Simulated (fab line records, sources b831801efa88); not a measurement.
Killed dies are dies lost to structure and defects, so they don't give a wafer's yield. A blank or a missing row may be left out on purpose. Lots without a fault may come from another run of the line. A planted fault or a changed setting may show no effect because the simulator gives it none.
Chamber matching | flow gf180mcu | GF_V3_CVD_02 on pecvd-02: 3 sister chambers
The step deposits SiO2 from TEOS, target thk 850 nm, time 94.851 s. 16 wafers are shown with their chamber, then 8 later ones without.

WAFERS WITH THEIR CHAMBER
wafer  | chamber | heater_power_w (W)
L325.2 | 1       | 463
L325.3 | 2       | 781
L325.4 | 2       | 640
L328.4 | 1       | 497
L328.5 | 2       | 641
L328.6 | 0       | 495
L333.1 | 1       | 503
L333.2 | 0       | 551
L333.6 | 1       | 534
L335.1 | 2       | 657
L335.4 | 0       | 519
L335.6 | 1       | 546
L338.1 | 1       | 561
L338.2 | 2       | 604
L338.6 | 2       | 690
L345.2 | 2       | 765

SIGNATURES (means of the wafers above)
reading        | chamber 0 | chamber 1 | chamber 2 | scatter within a chamber
heater_power_w | 521.67    | 517.33    | 682.57    | 51.9
Rule: a wafer's distance from a chamber is the root of the sum, over the readings, of the square of ((its reading less the chamber's mean) divided by the reading's scatter). The wafer belongs to the nearest chamber; if the next one is less than 2 further off, it can't be placed. The scatter: the root of (the sum of the squares of (reading less its chamber's mean) over the shown wafers, divided by (wafers less chambers)).

WAFERS WITHOUT THEIR CHAMBER
wafer  | heater_power_w (W)
L345.4 | 529
L345.6 | 630
L346.1 | 701
L346.2 | 486
L346.5 | 533
L347.1 | 515
L347.3 | 548
L347.6 | 574

WHICH CHAMBER EACH WENT THROUGH
wafer  | from the rows above          | in truth
L345.4 | can't be placed: 0 or 1      | 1
L345.6 | can't be placed: 2 or 0 or 1 | 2
L346.1 | 2                            | 2
L346.2 | can't be placed: 1 or 0      | 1
L346.5 | can't be placed: 0 or 1      | 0
L347.1 | can't be placed: 1 or 0      | 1
L347.3 | can't be placed: 0 or 1      | 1
L347.6 | can't be placed: 0 or 1 or 2 | 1
Placed correctly: 1 of 8. Can't be placed from these rows: 7 (the true chamber is among the candidates in 7). Placed wrongly: 0.
